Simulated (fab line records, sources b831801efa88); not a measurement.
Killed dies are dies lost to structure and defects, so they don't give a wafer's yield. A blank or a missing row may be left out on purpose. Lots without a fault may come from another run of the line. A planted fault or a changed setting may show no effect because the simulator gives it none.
Which tool did it? | flow gf180mcu | 11 lots, 33 wafers sampled, at 4 steps of a route of 602

WHAT THE GAUGES READ, wafer by wafer
GF_V2_RS_MEAS_24: measures by four-point-probe. Usual: V2_W_RS 0.326 ohm/sq, standard deviation 0.0031.
lot  | measured     | on            | V2_W_RS (ohm/sq)  | flag
L468 | day 20 12:45 | film_metro-02 | 0.323 0.323 0.322 |
L469 | day 20 22:03 | film_metro-01 | 0.321 0.320 0.324 |
L475 | day 22 22:58 | film_metro-02 | 0.329 0.327 0.308 |
L476 | day 23 09:13 | film_metro-03 | 0.320 0.324 0.309 |
L482 | day 25 05:46 | film_metro-02 | 0.326 0.326 0.323 |
L483 | day 25 15:23 | film_metro-02 | 0.327 0.327 0.328 |
L484 | day 25 23:59 | film_metro-01 | 0.320 0.322 0.326 |
L485 | day 26 06:03 | film_metro-01 | 0.319 0.320 0.324 |
L486 | day 26 09:32 | film_metro-03 | 0.327 0.326 0.322 |
L487 | day 27 00:04 | film_metro-01 | 0.326 0.326 0.326 |
L488 | day 27 02:37 | film_metro-01 | 0.327 0.327 0.324 |

GF_V2_THK_MEAS_25: measures by xrf. Usual: V2_W_THK 365 nm, standard deviation 4.4.
lot  | measured     | on            | V2_W_THK (nm) | flag
L468 | day 20 12:52 | film_metro-02 | 362 361 363   |
L469 | day 20 22:10 | film_metro-01 | 372 376 371   |
L475 | day 22 23:05 | film_metro-02 | 361 366 387   |
L476 | day 23 09:18 | film_metro-03 | 370 366 385   |
L482 | day 25 05:53 | film_metro-02 | 359 361 365   |
L483 | day 25 15:30 | film_metro-02 | 360 361 359   |
L484 | day 26 00:07 | film_metro-01 | 372 368 367   |
L485 | day 26 06:10 | film_metro-01 | 372 375 366   |
L486 | day 26 09:38 | film_metro-03 | 363 365 368   |
L487 | day 27 00:11 | film_metro-01 | 366 366 368   |
L488 | day 27 02:44 | film_metro-01 | 366 366 369   |

WHICH TOOL RAN EACH LOT (tool, then ch and the chambers of the sampled wafers, then the start)
lot  | GF_V2_ETCH_17                                 | GF_V2_CVD_23
L468 | rie_diel-04 ch 1,2, day 20 12:37 or earlier   | cvd_w-01 ch 0,1, day 20 12:37
L469 | rie_diel-02 ch 0,1,3, day 20 21:55 or earlier | cvd_w-01 ch 0,1, day 20 21:55
L475 | rie_diel-03 ch 2,3, day 22 22:52 or earlier   | cvd_w-01 ch 0,1, day 22 22:52
L476 | rie_diel-02 ch 1,2,3, day 23 09:04 or earlier | cvd_w-01 ch 0,1, day 23 09:04
L482 | rie_diel-04 ch 2,3, day 25 05:40 or earlier   | cvd_w-02 ch 0,1, day 25 05:40
L483 | rie_diel-04 ch 1,2, day 25 15:16 or earlier   | cvd_w-02 ch 0,1, day 25 15:16
L484 | rie_diel-02 ch 0,3, day 25 23:53 or earlier   | cvd_w-01 ch 0,1, day 25 23:53
L485 | rie_diel-04 ch 0,1,2, day 26 05:56 or earlier | cvd_w-01 ch 0,1, day 26 05:56
L486 | rie_diel-02 ch 0,1,2, day 26 09:24 or earlier | cvd_w-01 ch 0,1, day 26 09:24
L487 | rie_diel-04 ch 0,2,3, day 26 23:58 or earlier | cvd_w-02 ch 0,1, day 26 23:58
L488 | rie_diel-03 ch 1,3, day 27 02:29 or earlier   | cvd_w-01 ch 0,1, day 27 02:29
- GF_V2_ETCH_17: etches SiO2 in C4F8/O2/Ar, stops on TiN, target depth 630 nm.
- GF_V2_CVD_23: deposits W, target thk 350 nm, time 104.94 s.

WHAT THE TOOLS THEMSELVES READ (means of the sampled wafers that have a number; where no wafer has one, the mark that the record gives instead)
GF_V2_ETCH_17. Usual: chamber_pressure_mTorr 40.01 mTorr, standard deviation 0.034; oes_product_au 0.855 a.u., standard deviation 0.0045.
lot  | tool        | chamber_pressure_mTorr (mTorr) | oes_product_au (a.u.) | flag
L468 | rie_diel-04 | 40.04                          | 0.854                 |
L469 | rie_diel-02 | 40.01                          | 0.857                 |
L475 | rie_diel-03 | 40.03                          | 0.852                 |
L476 | rie_diel-02 | 39.98                          | 0.855                 |
L482 | rie_diel-04 | 40.01                          | 0.857                 |
L483 | rie_diel-04 | 40.02                          | 0.856                 |
L484 | rie_diel-02 | 40.00                          | 0.855                 |
L485 | rie_diel-04 | 39.98                          | 0.850                 |
L486 | rie_diel-02 | 39.99                          | 0.853                 |
L487 | rie_diel-04 | 40.05                          | 0.859                 |
L488 | rie_diel-03 | 40.04                          | 0.852                 |

GF_V2_CVD_23. Usual: chamber_pressure_Torr 40.00 Torr, standard deviation 0.096; heater_power_w 758 W, standard deviation 61.
lot  | tool     | chamber_pressure_Torr (Torr) | heater_power_w (W) | flag
L468 | cvd_w-01 | 40.04                        | 691                |
L469 | cvd_w-01 | 39.96                        | 685                |
L475 | cvd_w-01 | 41.44                        | 699                | OFF
L476 | cvd_w-01 | 41.34                        | 682                | OFF
L482 | cvd_w-02 | 40.02                        | 807                |
L483 | cvd_w-02 | 40.00                        | 803                |
L484 | cvd_w-01 | 39.96                        | 709                |
L485 | cvd_w-01 | 40.03                        | 689                |
L486 | cvd_w-01 | 40.01                        | 694                |
L487 | cvd_w-02 | 40.01                        | 830                |
L488 | cvd_w-01 | 40.06                        | 699                |

THE ANSWER, worked out from the rows above alone
Rule: a lot is off if the mean of its wafers that have a number lies more than 3 standard deviations from the usual mean. A lot without any number at a reading at which 4 lots or more have one is off too. The other lots that the step has rows for count as sound. The gauges are gone through in route order, then the tools' own readings, and for those a lot's mean is taken as printed above. The first step at which some lot is off is used, and at that step the reading that is off furthest; a lot without a number counts as furthest.
Off: L475, L476, at GF_V2_CVD_23 (chamber_pressure_Torr).
A tool fits if, at that step or a process step before it, it ran every lot that is off, and no sound lot after the first of them. GF_V2_ETCH_17 gives no start for some lots, so the hours and the order of its lots are those of GF_V2_CVD_23. None of those tried fits.

WHAT THE SIMULATOR HAD PUT IN
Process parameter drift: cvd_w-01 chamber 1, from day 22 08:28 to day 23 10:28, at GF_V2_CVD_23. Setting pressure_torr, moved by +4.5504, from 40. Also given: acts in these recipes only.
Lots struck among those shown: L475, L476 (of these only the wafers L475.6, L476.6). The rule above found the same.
